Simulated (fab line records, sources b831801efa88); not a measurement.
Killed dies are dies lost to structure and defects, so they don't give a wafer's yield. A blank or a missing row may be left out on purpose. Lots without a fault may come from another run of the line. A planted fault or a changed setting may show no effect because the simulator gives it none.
One fault seen from 2 desks | flow sfq_line | each desk has only its own numbers; what lay behind them comes last

THE METROLOGY DESK
What the gauges read, lot by lot, whatever tool the lot ran on: means of the sampled wafers that have a number. A lot is out of limits, marked OUT, if its mean lies more than 4 standard deviations from the usual mean; the brackets give that distance.
Columns: A = M0_NB_RS at SFQ_M0_RS_MEAS_904, usual 0.888 ohm/sq
lot  | first seen here | A
L701 | day 5 00:53     | 0.884
L702 | day 5 09:19     | 0.875
L703 | day 5 15:17     | 0.890
L706 | day 6 08:51     | 0.894
L711 | day 7 11:08     | 0.881
L715 | day 8 02:39     | 0.883
L718 | day 8 18:19     | 0.892
L719 | day 9 00:21     | 0.884
L720 | day 9 05:09     | 0.884
L721 | day 9 09:57     | 0.882
L722 | day 9 13:32     | 0.910
L723 | day 9 18:20     | 0.888
This desk's finding: nothing out of limits on any of the 12 lots.

THE TOOL OWNER'S DESK: pvd_sputter-05
The tool's own readings at SFQ_TRILAYER_M0_DEP_SPUTTER_019 (material Nb, target thk 200 nm, time 133.3 s): means of the sampled wafers that have a number, for each lot that ran on this tool. A lot is out of limits, marked OUT, if its mean lies more than 4 standard deviations from the usual mean; the brackets give that distance.
Columns: A = base_pressure_pa at SFQ_TRILAYER_M0_DEP_SPUTTER_019, usual 1.34e-06 Pa; B = cathode_dc_power_W at SFQ_TRILAYER_M0_DEP_SPUTTER_019, usual 2000.0 W; C = throttle_valve_pct at SFQ_TRILAYER_M0_DEP_SPUTTER_019, usual 29.0 %
lot  | first seen here | A        | B      | C
L701 | day 5 00:47     | 1.27e-06 | 2000.3 | 28.6
L711 | day 7 10:58     | 1.30e-06 | 2000.3 | 28.0
L715 | day 8 02:32     | 1.31e-06 | 1999.8 | 28.0
L719 | day 9 00:14     | 1.33e-06 | 1999.8 | 28.4
L721 | day 9 09:50     | 1.36e-06 | 2000.2 | 28.4
L723 | day 9 18:14     | 1.39e-06 | 1999.9 | 28.1
This desk's finding: nothing out of limits on any of the 6 lots.

PUT TOGETHER
The metrology desk saw nothing out of limits.
The tool owner's desk saw nothing out of limits.

WHAT THE SIMULATOR HAD PUT IN
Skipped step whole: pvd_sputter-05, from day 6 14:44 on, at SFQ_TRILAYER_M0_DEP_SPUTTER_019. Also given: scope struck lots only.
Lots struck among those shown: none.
